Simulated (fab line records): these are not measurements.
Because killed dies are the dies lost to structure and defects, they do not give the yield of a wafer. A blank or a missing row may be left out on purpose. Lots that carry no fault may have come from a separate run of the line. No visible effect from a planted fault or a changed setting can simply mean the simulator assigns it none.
The tool behind it: which one? | flow gf180mcu | Sampling: 14 lots, 42 wafers, 4 of 602 route steps

WHAT EACH GAUGE READ, for each wafer
GF_CONTACT_OVL_MEAS_15. Usual: CONTACT_OVL gives 2 nm (standard deviation 5.7).
lot  | measured     | on         | CONTACT_OVL (nm) | flag
L164 | day 16 04:53 | overlay-01 | -7 -3 -4         |
L166 | day 17 12:24 | overlay-02 | -1 1 -6          |
L169 | day 18 10:31 | overlay-01 | -2 -10 -4        |
L171 | day 19 00:47 | overlay-02 | -3 3 1           |
L172 | day 19 18:31 | overlay-02 | 0 -3 -2          |
L174 | day 19 19:16 | overlay-01 | 4 6 2            |
L173 | day 19 19:55 | overlay-02 | 13 11 11         |
L175 | day 20 10:52 | overlay-01 | 0 7 11           |
L177 | day 21 10:06 | overlay-02 | 4 0 5            |
L179 | day 21 23:52 | overlay-02 | -6 1 7           |
L181 | day 22 04:58 | overlay-02 | 2 6 -4           |
L182 | day 22 14:13 | overlay-02 | 11 3 13          |
L185 | day 23 07:46 | overlay-02 | 1 5 1            |
L187 | day 23 19:58 | overlay-02 | 4 6 4            |

GF_M1_CD_MEAS_14 targets a cd of 230 nm. Usual: cd-nm 230.1 nm, standard deviation 1.2.
lot  | measured     | on        | cd-nm (nm)        | flag
L164 | day 17 04:20 | cd-sem-01 | 232.0 231.1 231.7 |
L166 | day 18 13:08 | cd-sem-01 | 228.1 228.9 228.2 |
L169 | day 19 11:29 | cd-sem-02 | 231.4 230.6 231.7 |
L171 | day 20 02:43 | cd-sem-02 | 231.9 230.2 232.0 |
L172 | day 20 19:56 | cd-sem-01 | 231.4 231.1 231.1 |
L174 | day 20 20:38 | cd-sem-01 | 231.2 232.4 231.5 |
L173 | day 20 21:34 | cd-sem-01 | 232.2 231.7 232.7 |
L175 | day 21 12:17 | cd-sem-02 | 230.2 229.2 229.1 |
L177 | day 22 10:38 | cd-sem-02 | 230.2 231.0 229.1 |
L179 | day 23 00:34 | cd-sem-01 | 229.5 229.3 229.4 |
L181 | day 23 05:10 | cd-sem-01 | 231.0 231.8 230.3 |
L182 | day 23 14:47 | cd-sem-01 | 229.4 230.6 230.6 |
L185 | day 24 06:56 | cd-sem-02 | 228.4 228.2 228.7 |
L187 | day 24 19:30 | cd-sem-02 | 230.4 228.9 229.5 |

WHICH TOOL RAN EACH LOT (tool, then ch and the chambers of the sampled wafers, then the start)
lot  | GF_M1_SPUTTER_00             | GF_M1_SPUTTER_02
L164 | pvd-sputter-02, day 16 06:03 | pvd-sputter-02, day 16 06:11
L166 | pvd-sputter-02, day 17 13:35 | pvd-sputter-02, day 17 13:43
L169 | pvd-sputter-01, day 18 11:41 | pvd-sputter-01, day 18 11:49
L171 | pvd-sputter-01, day 19 01:57 | pvd-sputter-01, day 19 02:05
L172 | pvd-sputter-01, day 19 19:42 | pvd-sputter-01, day 19 19:50
L174 | pvd-sputter-01, day 19 20:28 | pvd-sputter-01, day 19 20:35
L173 | pvd-sputter-04, day 19 21:06 | pvd-sputter-04, day 19 21:14
L175 | pvd-sputter-01, day 20 12:04 | pvd-sputter-01, day 20 12:11
L177 | pvd-sputter-01, day 21 11:23 | pvd-sputter-01, day 21 11:31
L179 | pvd-sputter-02, day 22 01:09 | pvd-sputter-02, day 22 01:17
L181 | pvd-sputter-01, day 22 06:15 | pvd-sputter-01, day 22 06:23
L182 | pvd-sputter-01, day 22 15:25 | pvd-sputter-01, day 22 15:32
L185 | pvd-sputter-02, day 23 08:57 | pvd-sputter-02, day 23 09:05
L187 | pvd-sputter-02, day 23 21:08 | pvd-sputter-02, day 23 21:16
- GF_M1_SPUTTER_00: material Ti, target thk 37.5 nm, time 150 s.
- GF_M1_SPUTTER_02: material AlCu, target thk 450 nm, time 23.9 s.

AS READ BY THE TOOLS THEMSELVES (means over the sampled wafers that have a number; for cases with no such wafer, the mark the record gives instead)
GF_M1_SPUTTER_00. Usual: chamber-pressure-pa 2.000 Pa, standard deviation 0.0043; throttle-valve-pct 29.8 %, standard deviation 1.3.
lot  | tool           | chamber-pressure-pa (Pa) | throttle-valve-pct (%) | flag
L164 | pvd-sputter-02 | 2.001                    | 29.7                   |
L166 | pvd-sputter-02 | 1.999                    | 30.0                   |
L169 | pvd-sputter-01 | 2.000                    | 29.2                   |
L171 | pvd-sputter-01 | 1.998                    | 29.8                   |
L172 | pvd-sputter-01 | 1.996                    | 28.3                   |
L174 | pvd-sputter-01 | 2.001                    | 29.7                   |
L173 | pvd-sputter-04 | 2.001                    | 29.8                   |
L175 | pvd-sputter-01 | 2.004                    | 30.2                   |
L177 | pvd-sputter-01 | 2.000                    | 29.6                   |
L179 | pvd-sputter-02 | 1.997                    | 30.3                   |
L181 | pvd-sputter-01 | 2.000                    | 29.2                   |
L182 | pvd-sputter-01 | 1.997                    | 29.2                   |
L185 | pvd-sputter-02 | 2.001                    | 30.1                   |
L187 | pvd-sputter-02 | 1.999                    | 30.4                   |

GF_M1_SPUTTER_02. Usual: chamber-pressure-pa 0.3999 Pa, standard deviation 0.0008; throttle-valve-pct 29.8 %, standard deviation 1.2.
lot  | tool           | chamber-pressure-pa (Pa) | throttle-valve-pct (%) | flag
L164 | pvd-sputter-02 | 0.3997                   | 29.8                   |
L166 | pvd-sputter-02 | 0.4000                   | 29.9                   |
L169 | pvd-sputter-01 | 0.3996                   | 29.2                   |
L171 | pvd-sputter-01 | 0.3998                   | 29.8                   |
L172 | pvd-sputter-01 | 0.3999                   | 28.5                   |
L174 | pvd-sputter-01 | 0.3995                   | 29.7                   |
L173 | pvd-sputter-04 | 0.3998                   | 29.9                   |
L175 | pvd-sputter-01 | 0.4004                   | 30.3                   |
L177 | pvd-sputter-01 | 0.3997                   | 29.8                   |
L179 | pvd-sputter-02 | 0.3995                   | 30.4                   |
L181 | pvd-sputter-01 | 0.4078                   | 28.7                   | OFF
L182 | pvd-sputter-01 | 0.4062                   | 29.1                   | OFF
L185 | pvd-sputter-02 | 0.3997                   | 29.9                   |
L187 | pvd-sputter-02 | 0.4002                   | 30.4                   |

THE ANSWER, worked out from the rows above alone
Rule: a lot is off if the mean of its wafers that have a number lies more than 3 standard deviations from the usual mean. A lot without any number at a reading at which 4 lots or more have one is off too. The other lots that the step has rows for count as sound. The gauges are gone through in route order, then the tools' own readings, and for those a lot's mean is taken as printed above. The first step at which some lot is off is used, and at that step the reading that is off furthest; a lot without a number counts as furthest.
Off at GF_M1_SPUTTER_02 (chamber-pressure-pa): L181, L182.
A tool fits if, at that step or a process step before it, it ran every lot that is off, and no sound lot after the first of them. One candidate fits, namely pvd-sputter-01 at GF_M1_SPUTTER_00 and GF_M1_SPUTTER_02. At GF_M1_SPUTTER_00 its last sound lot is L177 (day 21 11:23), its first lot that is off L181 (day 22 06:15): a fault that began between those two fits.

WHAT THE SIMULATOR HAD PUT IN
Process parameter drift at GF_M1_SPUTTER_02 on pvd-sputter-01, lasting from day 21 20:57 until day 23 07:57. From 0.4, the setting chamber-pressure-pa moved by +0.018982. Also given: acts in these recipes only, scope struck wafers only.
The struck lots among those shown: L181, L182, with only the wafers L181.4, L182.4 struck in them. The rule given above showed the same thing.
